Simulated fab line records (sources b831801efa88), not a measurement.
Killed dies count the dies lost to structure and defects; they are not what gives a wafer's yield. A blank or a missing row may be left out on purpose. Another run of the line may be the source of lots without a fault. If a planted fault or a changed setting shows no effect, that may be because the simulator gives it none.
One fault through the eyes of 2 desks    flow gf180mcu    every desk sees just its own numbers, and what lay behind them comes last

TOOL OWNER'S DESK, implanter-03
For each lot that ran on this tool, the mean over its sampled wafers that have a number, from the tool's own readings at GF_PSD_IMPLANT_09. The brackets show how far a lot's mean lies from the usual mean; more than 4 standard deviations puts the lot out of limits, marked OUT.
Columns: A = tilt_deg at GF_PSD_IMPLANT_09, usual 7.002 degrees
lot   first seen here  A
L609  day 17 20:37     6.997
L618  day 21 03:05     7.028
This desk found nothing out of limits on any of the 2 lots.

THE METROLOGY DESK
Means of the sampled wafers that have a number, per lot and without regard to the tool the lot ran on: this is what the gauges read. The brackets show how far a lot's mean lies from the usual mean; more than 4 standard deviations puts the lot out of limits, marked OUT. Only the readings that lie furthest out on some lot appear, 7 of the 11 it has.
Columns: A = NSD_TW at GF_NSD_TW_MEAS_12, usual 4260; B = PSD_TW at GF_PSD_TW_MEAS_11, usual 3196; C = NSD_RS at GF_PSD_RS_MEAS_14, usual 46.15 ohm/sq; D = SAB_CVD_00_THK at GF_SAB_THK_MEAS_01, usual 50.0 nm; E = cd_nm at GF_SAB_CD_MEAS_09, usual 420.2 nm; F = SAB_OVL at GF_SAB_OVL_MEAS_10, usual 0.0 nm; G = SALICIDE_TIN_RS at GF_SALICIDE_RS_MEAS_04, usual 16.4 ohm/sq
lot   first seen here  A     B     C      D     E      F     G
L609  day 16 22:37     4268  3243  46.16  50.5  420.6  2.2   16.1
L610  day 17 02:44     4327  3235  46.05  50.1  416.4  -1.8  16.6
L618  day 20 03:07     4326  3143  46.04  49.6  421.9  -1.7  15.9
L620  day 20 13:13     4256  3220  46.06  49.7  422.2  2.0   16.0
L622  day 21 07:42     4218  3172  46.05  48.9  419.2  -2.0  16.3
This desk found nothing out of limits on any of the 5 lots.

PUT TOGETHER
The tool owner's desk saw nothing out of limits.
The metrology desk saw nothing out of limits.

WHAT THE SIMULATOR HAD PUT IN
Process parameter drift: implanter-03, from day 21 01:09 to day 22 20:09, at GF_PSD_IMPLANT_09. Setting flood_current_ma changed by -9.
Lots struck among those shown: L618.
